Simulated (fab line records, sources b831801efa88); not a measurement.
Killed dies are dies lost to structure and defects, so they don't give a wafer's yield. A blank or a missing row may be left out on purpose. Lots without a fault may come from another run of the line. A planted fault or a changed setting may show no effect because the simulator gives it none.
fab line records | flow sky130
record lots=14 wafers=42 last_day=50
route steps=708 shown POLY_CUT@318 PAD_OPEN@708
lots that met no fault: from a run of the same line without faults
start_h: hours from the record's first day to the start of the lot's first wafer shown | wait_h: hours since the lot's step before | " the same as in the row above | L1.1+2: a row that stands for several wafers | - no value, or no start given | * or withheld: withheld | < > ~ a bound
route shown NAME@n: a module of which the file shows steps, and the number in the route of the first | usual: mean/standard deviation of fault-free wafers | same: alike in all rows | chamber/n: place in a boat | sites: the reading at each site | _std_site: their standard deviation | _edge_site: outer sites' mean less inner sites' | radius_mm: how far each site lies from the wafer's centre | mask NAME#n: copy n | behind: the tool/chamber that last shaped the wafer | hold: why the lot was held/for how many hours/how that ended | device: the transistor (n, p or np) that didn't switch | end of line: the same wafers' tests at the end of the route | a step without rows: its recipe alone | killed: dies lost to structure and defects at the first sort, not the wafer's yield | map: a wafer's dies, x killed, . not, _ none there
set.NAME: the setting as run; set.NAME@STEP: as run at that earlier step | model.NAME: the simulator's own value behind a step, which no gauge read
steps of the route over a sample of lots; a table a step, a row a wafer
services: from which hour (start_h, from the record's first day; less than 0 if before it) a tool's chamber was out of use, for how many hours, and why
## steps
# step SKY_POLY_CUT_ETCH_11
# recipe target=Si3N4 chemistry=CF4/CH2F2/Ar stop_on=poly-Si source_w=600 bias_w=150 pressure_mtorr=40 cf4_flow_sccm=40 ch2f2_flow_sccm=20 Ar_flow_sccm=150 time_s=42.5 target_depth_a=600
# usual bias_w=150.0/0.45 drypump_motor_current_A=5.7/0.43 oes_product_au=0.827/0.0062 throttle_valve_pct=14.995/0.0089
# columns lot.wafer tool chamber start_h wait_h bias_w drypump_motor_current_A oes_product_au rf_hours_counter_h throttle_valve_pct
L935.2 rie_diel-02 2 557.65 0.0 149.2 5.6 0.818 9 14.983
L935.3 " 3 " " 150.0 5.3 0.821 7 15.000
L935.6 " 0 " " 150.1 5.2 0.815 - 14.992
L937.2 rie_diel-04 0 579.04 0.0 149.9 5.7 0.824 4 14.999
L937.3 " 2 " " 149.7 6.4 0.824 36 15.000
L937.6 " 0 " " 150.2 5.7 0.815 - 14.997
L941.4 rie_diel-04 2 611.93 0.0 149.8 6.4 0.839 37 14.982
L941.5 " 0 " " 150.4 5.7 0.828 - 14.986
L941.6 " 1 " " 150.5 6.0 0.831 - 14.983
L940.1 rie_diel-01 2 612.89 0.0 150.3 4.9 0.828 12 14.982
L940.3 " 1 " " 149.9 6.2 0.830 55 14.992
L940.4 " 3 " " 150.3 5.2 0.824 10 14.988
L942.1 rie_diel-04 0 622.99 0.0 149.8 5.7 0.828 5 15.002
L942.2 " 3 " " 150.0 6.0 0.824 52 14.995
L942.3 " 1 " " 149.6 6.0 0.818 1 14.995
L944.2 rie_diel-04 0 639.15 0.0 150.2 5.7 0.823 6 14.996
L944.4 " 3 " " 150.4 6.0 0.821 52 15.005
L944.6 " 1 " " 150.8 6.0 0.823 - 14.972
L943.1 rie_diel-04 1 641.49 0.0 149.5 6.0 0.830 1 14.997
L943.3 " 3 " " 149.2 6.0 0.822 52 14.992
L943.6 " 2 " " 150.4 6.4 0.834 - 15.003
L946.1 rie_diel-02 2 658.40 0.0 149.8 5.6 0.833 11 15.010
L946.4 " 0 " " 150.5 5.2 0.830 4 14.990
L946.6 " 1 " " 149.5 5.8 0.828 - 14.987
L953.1 rie_diel-04 1 714.63 0.0 150.3 6.1 0.833 3 14.999
L953.2 " 2 " " 150.3 6.4 0.837 40 15.008
L953.4 " 0 " " 150.0 5.7 0.835 - 14.988
L954.1 rie_diel-02 2 727.63 0.0 150.1 5.6 0.824 12 15.004
L954.5 " 1 " " 150.0 5.8 0.830 - 14.985
L954.6 " 2 " " 150.4 5.5 0.826 - 15.000
L955.1 rie_diel-01 1 728.93 0.0 150.9 6.2 0.831 1 14.995
L955.2 " 2 " " 150.1 4.9 0.823 15 15.009
L955.4 " 3 " " 150.8 5.2 0.826 13 14.984
L956.1 rie_diel-02 0 736.75 0.0 150.2 5.2 0.825 6 15.000
L956.4 " 2 " " 150.1 5.6 0.829 12 15.004
L956.6 " 0 " " 149.0 5.2 0.830 - 15.014
L957.4 rie_diel-01 3 740.53 0.0 150.3 5.2 0.819 13 15.000
L957.5 " 0 " " 150.1 5.7 0.841 - 15.014
L957.6 " 1 " " 149.7 6.2 0.835 - 15.010
L958.4 rie_diel-04 0 747.30 0.0 149.6 5.7 0.823 9 14.993
L958.5 " 3 " " 150.1 6.0 0.830 - 14.994
L958.6 " 2 " " 149.7 6.4 0.830 - 15.006
# step SKY_PAD_OPEN_PROBE_99
# usual killed_at_M0_to_M3=42/7 killed_at_M4_up=3.2/1.6 killed_at_contacts=24/5.8 killed_at_front_end=16/4.3 killed_at_other=0.3/0.62 killed_dies=86/9.5 killed_open=46/6.4 killed_short=39/6.3
# same gross_dies=492 killed_at_back_side=0
# columns lot.wafer tool chamber start_h wait_h killed_at_M0_to_M3 killed_at_M4_up killed_at_contacts killed_at_front_end killed_at_other killed_dies killed_open killed_short
L944.2 prober-02 - 1133.02 0.1 44 4 23 12 1 84 41 43
L944.4 prober-02 - 1133.12 0.2 47 4 22 14 0 87 42 45
L944.6 prober-02 - 1133.22 0.2 41 2 27 67 0 137 51 32
L943.1 prober-01 - 1136.47 0.1 40 4 23 61 0 128 41 40
L943.3 prober-01 - 1136.57 0.2 37 3 29 9 1 79 38 41
L943.6 prober-01 - 1136.72 0.2 43 5 22 18 0 88 55 31
# killed by level:class
L944.2 VIA3:geometric_particle:open=8 LI_CONTACT:geometric_particle:open=7 VIA2:geometric_particle:open=7 METAL1:geometric_particle:short=6 CONTACT:geometric_particle:open=6 CONTACT:geometric_particle:short=6 METAL2:geometric_particle:short=6 FIELD_ISO:geometric_particle:short=4
L944.4 LI_CONTACT:geometric_particle:open=8 VIA1:geometric_particle:open=7 FIELD_ISO:geometric_particle:open=6 VIA2:geometric_particle:short=6 METAL1:geometric_particle:short=6 CONTACT:geometric_particle:short=4 CONTACT:geometric_particle:open=4 VIA1:geometric_particle:short=4
L944.6 POLY_CUT:unspecified=54 CONTACT:geometric_particle:open=12 VIA1:geometric_particle:open=11 VIA2:geometric_particle:open=9 LI_CONTACT:geometric_particle:open=6 CONTACT:geometric_particle:short=5 VIA2:geometric_particle:short=5 FIELD_ISO:geometric_particle:open=4
L943.1 POLY_CUT:unspecified=47 VIA1:geometric_particle:open=14 CONTACT:geometric_particle:open=7 CONTACT:geometric_particle:short=5 LOCAL_INTERCONNECT:geometric_particle:short=5 METAL2:geometric_particle:short=5 POLY_GATE:geometric_particle:open=4 LI_CONTACT:geometric_particle:open=4
L943.3 CONTACT:geometric_particle:open=11 VIA1:geometric_particle:open=8 METAL2:geometric_particle:short=8 LOCAL_INTERCONNECT:geometric_particle:short=6 CONTACT:geometric_particle:short=5 METAL1:geometric_particle:short=5 VIA2:geometric_particle:open=5 LI_CONTACT:geometric_particle:open=4
L943.6 VIA1:geometric_particle:open=10 CONTACT:geometric_particle:open=8 LI_CONTACT:geometric_particle:open=6 METAL1:geometric_particle:short=6 VIA2:geometric_particle:open=6 METAL1:geometric_particle:open=5 FIELD_ISO:geometric_particle:open=4 FIELD_ISO:geometric_particle:short=4
## services
# columns tool chamber start_h hours kind
rie_diel-02 2 535.04 4.4 repair
rie_diel-04 1 545.14 20.7 repair
rie_diel-01 - 563.56 0.3 repair
rie_diel-04 1 565.82 - clean
rie_diel-04 1 565.82 34.6 scheduled_down
rie_diel-04 1 565.82 34.6 vent_cycle
rie_diel-01 - 573.70 0.4 repair
rie_diel-02 - 589.51 4.1 repair
rie_diel-04 2 677.60 2.1 repair
rie_diel-01 1 700.83 - clean
rie_diel-01 1 700.83 12.0 scheduled_down
rie_diel-01 1 700.83 12.0 vent_cycle
rie_diel-04 2 701.92 4.6 repair
rie_diel-04 3 711.79 - clean
rie_diel-04 3 711.79 26.0 scheduled_down
rie_diel-04 3 711.79 26.0 vent_cycle
rie_diel-02 1 721.65 5.3 repair
## key
first_sign step=SKY_PAD_OPEN_PROBE_99 reading=killed_at_front_end direction=up sigmas=11 usual=16 struck=64
effect step=SKY_PAD_OPEN_PROBE_99 reading=killed_dies direction=up sigmas=4.9 usual=86 struck=132
met_at SKY_POLY_CUT_ETCH_11
struck_lots L943,L944
struck_wafers L943.1,L944.6
tester_left_out L943,L944
onset_between 622.99 639.15
fault kind=chamber_particle_source tool=rie_diel-04 chamber=1 onset_h=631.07 steps=SKY_POLY_CUT_ETCH_11 rate_per_visit_cm2=0.72288 end_h=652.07
# tester_left_out: of these lots the tester's yield and bins aren't shown, on N5 and GAA mostly nor the transistor test; their killed dies are dies lost to structure and defects alone, not to doping, threshold or leakage, so they don't give the yield
